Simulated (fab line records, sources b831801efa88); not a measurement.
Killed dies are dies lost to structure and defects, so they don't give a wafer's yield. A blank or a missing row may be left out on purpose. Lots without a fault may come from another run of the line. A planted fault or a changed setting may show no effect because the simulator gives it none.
Which tool did it? | flow sky130 | 11 lots, 33 wafers sampled, at 7 steps of a route of 708

WHAT THE GAUGES READ, wafer by wafer
SKY_LDD_P_CD_MEAS_07: target cd 380 nm. Usual: cd_nm 379.2 nm, standard deviation 2.7.
lot  | measured     | on        | cd_nm (nm)        | flag
L935 | day 19 11:57 | cd_sem-02 | 382.8 384.5 383.2 |
L937 | day 19 20:01 | cd_sem-01 | 380.3 378.3 379.7 |
L938 | day 20 14:49 | cd_sem-02 | 380.6 379.4 376.8 |
L939 | day 20 17:33 | cd_sem-02 | 374.8 376.7 376.5 |
L946 | day 23 09:04 | cd_sem-01 | - - -             | OFF
L948 | day 24 05:16 | cd_sem-01 | 376.5 378.7 376.9 |
L950 | day 24 17:22 | cd_sem-02 | 379.3 376.8 381.0 |
L952 | day 25 09:06 | cd_sem-02 | 384.8 383.8 384.4 |
L953 | day 25 22:39 | cd_sem-02 | 382.0 381.9 381.9 |
L956 | day 26 15:13 | cd_sem-01 | 382.2 382.0 381.6 |
L958 | day 27 08:22 | cd_sem-02 | 376.5 378.8 375.9 |

SKY_LDD_P_TW_MEAS_11. Usual: LDD_P_TW 633, standard deviation 7.7.
lot  | measured     | on            | LDD_P_TW    | flag
L935 | day 19 12:21 | film_metro-04 | 635 637 635 |
L937 | day 19 20:23 | film_metro-02 | 626 628 625 |
L938 | day 20 15:13 | film_metro-03 | 635 637 637 |
L939 | day 20 17:59 | film_metro-03 | 633 638 634 |
L946 | day 23 09:28 | film_metro-04 | 30 30 30    | OFF
L948 | day 24 05:40 | film_metro-02 | 625 628 626 |
L950 | day 24 17:44 | film_metro-03 | 635 636 637 |
L952 | day 25 09:30 | film_metro-04 | 640 647 643 |
L953 | day 25 23:03 | film_metro-02 | 623 624 626 |
L956 | day 26 15:37 | film_metro-02 | 626 622 623 |
L958 | day 27 08:46 | film_metro-03 | 638 642 639 |

SKY_LDD_HVN_OVL_MEAS_07. Usual: LDD_HVN_OVL 0.4 nm, standard deviation 1.4.
lot  | measured     | on         | LDD_HVN_OVL (nm) | flag
L935 | day 20 18:49 | overlay-02 | -0.7 1.4 0.1     |
L937 | day 21 01:49 | overlay-01 | 0.1 -0.6 2.6     |
L938 | day 21 22:06 | overlay-01 | 0.4 -0.7 -0.3    |
L939 | day 22 00:31 | overlay-01 | 0.6 2.8 2.3      |
L946 | day 24 15:38 | overlay-02 | -0.2 -0.7 0.5    |
L948 | day 25 11:15 | overlay-01 | 1.4 -0.7 -1.5    |
L950 | day 25 23:16 | overlay-02 | 1.4 -1.0 0.4     |
L952 | day 26 14:03 | overlay-02 | 0.0 2.2 -0.5     |
L953 | day 27 03:43 | overlay-02 | 0.0 0.7 0.4      |
L956 | day 27 20:57 | overlay-01 | -0.5 -1.5 -2.1   |
L958 | day 28 12:27 | overlay-02 | -0.2 -0.6 1.2    |

SKY_LDD_HVP_TW_MEAS_10. Usual: LDD_HVP_TW 456, standard deviation 4.9.
lot  | measured     | on            | LDD_HVP_TW  | flag
L935 | day 22 01:41 | film_metro-01 | 457 456 457 |
L937 | day 22 09:07 | film_metro-04 | 458 456 462 |
L938 | day 23 04:17 | film_metro-01 | 456 457 455 |
L939 | day 23 07:39 | film_metro-01 | 455 454 455 |
L946 | day 25 21:21 | film_metro-01 | 698 698 698 | OFF
L948 | day 26 15:58 | film_metro-04 | 465 461 465 |
L950 | day 27 04:44 | film_metro-04 | 462 461 466 |
L952 | day 27 19:31 | film_metro-02 | 448 451 449 |
L953 | day 28 07:52 | film_metro-02 | 449 449 448 |
L956 | day 29 01:12 | film_metro-04 | 463 461 461 |
L958 | day 29 16:52 | film_metro-04 | 460 458 462 |

WHICH TOOL RAN EACH LOT (tool, then ch and the chambers of the sampled wafers, then the start)
lot  | SKY_DNWELL_STRIP_08                 | SKY_VT_ADJUST_PCH_STRIP_09           | SKY_LDD_P_EXPOSE_04
L935 | plasma_asher-03 ch 0,1, day 3 09:16 | plasma_asher-01 ch 0,1, day 10 17:34 | iline_stepper-01 ch 0, day 18 21:26
L937 | plasma_asher-01 ch 0,1, day 3 14:55 | plasma_asher-02 ch 0,1, day 11 01:59 | iline_stepper-02 ch 0, day 19 04:29
L938 | plasma_asher-03 ch 0,1, day 3 20:54 | plasma_asher-02 ch 0,1, day 11 13:14 | iline_stepper-02 ch 0, day 19 23:28
L939 | plasma_asher-03 ch 0,1, day 4 03:19 | plasma_asher-01 ch 0,1, day 11 18:34 | iline_stepper-01 ch 0, day 20 02:34
L946 | plasma_asher-03 ch 0,1, day 5 14:25 | plasma_asher-02 ch 0,1, day 13 21:53 | iline_stepper-01 ch 0, day 22 18:25
L948 | plasma_asher-03 ch 0,1, day 6 02:34 | plasma_asher-01 ch 0,1, day 14 16:25 | iline_stepper-01 ch 0, day 23 14:07
L950 | plasma_asher-04 ch 0,1, day 6 11:58 | plasma_asher-02 ch 0,1, day 15 03:50 | iline_stepper-01 ch 0, day 24 03:05
L952 | plasma_asher-03 ch 0,1, day 6 23:36 | plasma_asher-03 ch 0,1, day 15 21:10 | iline_stepper-02 ch 0, day 24 18:22
L953 | plasma_asher-04 ch 0,1, day 7 06:49 | plasma_asher-02 ch 0,1, day 16 05:10 | iline_stepper-01 ch 0, day 25 08:16
L956 | plasma_asher-04 ch 0,1, day 7 20:00 | plasma_asher-03 ch 0,1, day 17 02:59 | iline_stepper-01 ch 0, day 26 01:05
L958 | plasma_asher-04 ch 0,1, day 8 08:13 | plasma_asher-03 ch 0,1, day 17 20:46 | iline_stepper-01 ch 0, day 26 18:14
- SKY_DNWELL_STRIP_08: strips in O2/N2.
- SKY_VT_ADJUST_PCH_STRIP_09: strips in O2/N2.
- SKY_LDD_P_EXPOSE_04: exposes mask PSDM, target cd 380 nm.

WHAT THE TOOLS THEMSELVES READ (means of the sampled wafers that have a number; where no wafer has one, the mark that the record gives instead)
SKY_DNWELL_STRIP_08. Usual: drypump_motor_current_A 5.7 A, standard deviation 0.36; oes_product_au 0.722 a.u., standard deviation 0.0045; strip_time_to_endpoint_s 36.95 s, standard deviation 0.11.
lot  | tool            | drypump_motor_current_A (A) | oes_product_au (a.u.) | strip_time_to_endpoint_s (s) | flag
L935 | plasma_asher-03 | 6.0                         | 0.725                 | 36.79                        |
L937 | plasma_asher-01 | 5.9                         | 0.721                 | 36.81                        |
L938 | plasma_asher-03 | 5.9                         | 0.720                 | 37.02                        |
L939 | plasma_asher-03 | 5.9                         | 0.720                 | 36.96                        |
L946 | plasma_asher-03 | 5.9                         | 0.725                 | 36.98                        |
L948 | plasma_asher-03 | 5.9                         | 0.724                 | 36.97                        |
L950 | plasma_asher-04 | 5.5                         | 0.727                 | 37.06                        |
L952 | plasma_asher-03 | 5.9                         | 0.719                 | 36.95                        |
L953 | plasma_asher-04 | 5.5                         | 0.721                 | 37.03                        |
L956 | plasma_asher-04 | 5.5                         | 0.720                 | 36.95                        |
L958 | plasma_asher-04 | 5.5                         | 0.720                 | 36.92                        |

SKY_VT_ADJUST_PCH_STRIP_09. Usual: drypump_motor_current_A 5.87 A, standard deviation 0.1; oes_product_au 0.723 a.u., standard deviation 0.0048; strip_time_to_endpoint_s 36.98 s, standard deviation 0.11.
lot  | tool            | drypump_motor_current_A (A) | oes_product_au (a.u.) | strip_time_to_endpoint_s (s) | flag
L935 | plasma_asher-01 | 5.84                        | 0.723                 | 36.93                        |
L937 | plasma_asher-02 | 5.93                        | 0.724                 | 37.02                        |
L938 | plasma_asher-02 | 5.81                        | 0.719                 | 37.00                        |
L939 | plasma_asher-01 | 5.84                        | 0.723                 | 36.97                        |
L946 | plasma_asher-02 | 5.82                        | 0.717                 | 37.11                        |
L948 | plasma_asher-01 | 5.82                        | 0.727                 | 36.94                        |
L950 | plasma_asher-02 | 5.81                        | 0.725                 | 37.01                        |
L952 | plasma_asher-03 | 5.89                        | 0.721                 | 36.81                        |
L953 | plasma_asher-02 | 5.82                        | 0.720                 | 36.96                        |
L956 | plasma_asher-03 | 5.90                        | 0.724                 | 37.04                        |
L958 | plasma_asher-03 | 5.93                        | 0.722                 | 36.92                        |

THE ANSWER, worked out from the rows above alone
Rule: a lot is off if the mean of its wafers that have a number lies more than 3 standard deviations from the usual mean. A lot without any number at a reading at which 4 lots or more have one is off too. The other lots that the step has rows for count as sound. The gauges are gone through in route order, then the tools' own readings, and for those a lot's mean is taken as printed above. The first step at which some lot is off is used, and at that step the reading that is off furthest; a lot without a number counts as furthest.
Off: L946, at SKY_LDD_P_CD_MEAS_07 (cd_nm). Without a number there: L946.
A tool fits if, at a process step before that reading, it ran every lot that is off, and no sound lot after the first of them. The gauges at SKY_LDD_P_CD_MEAS_07 aren't tried: what is off there is off at SKY_LDD_P_TW_MEAS_11 too, on other tools, and a gauge's error can't cause that. None of those tried fits.

WHAT THE SIMULATOR HAD PUT IN
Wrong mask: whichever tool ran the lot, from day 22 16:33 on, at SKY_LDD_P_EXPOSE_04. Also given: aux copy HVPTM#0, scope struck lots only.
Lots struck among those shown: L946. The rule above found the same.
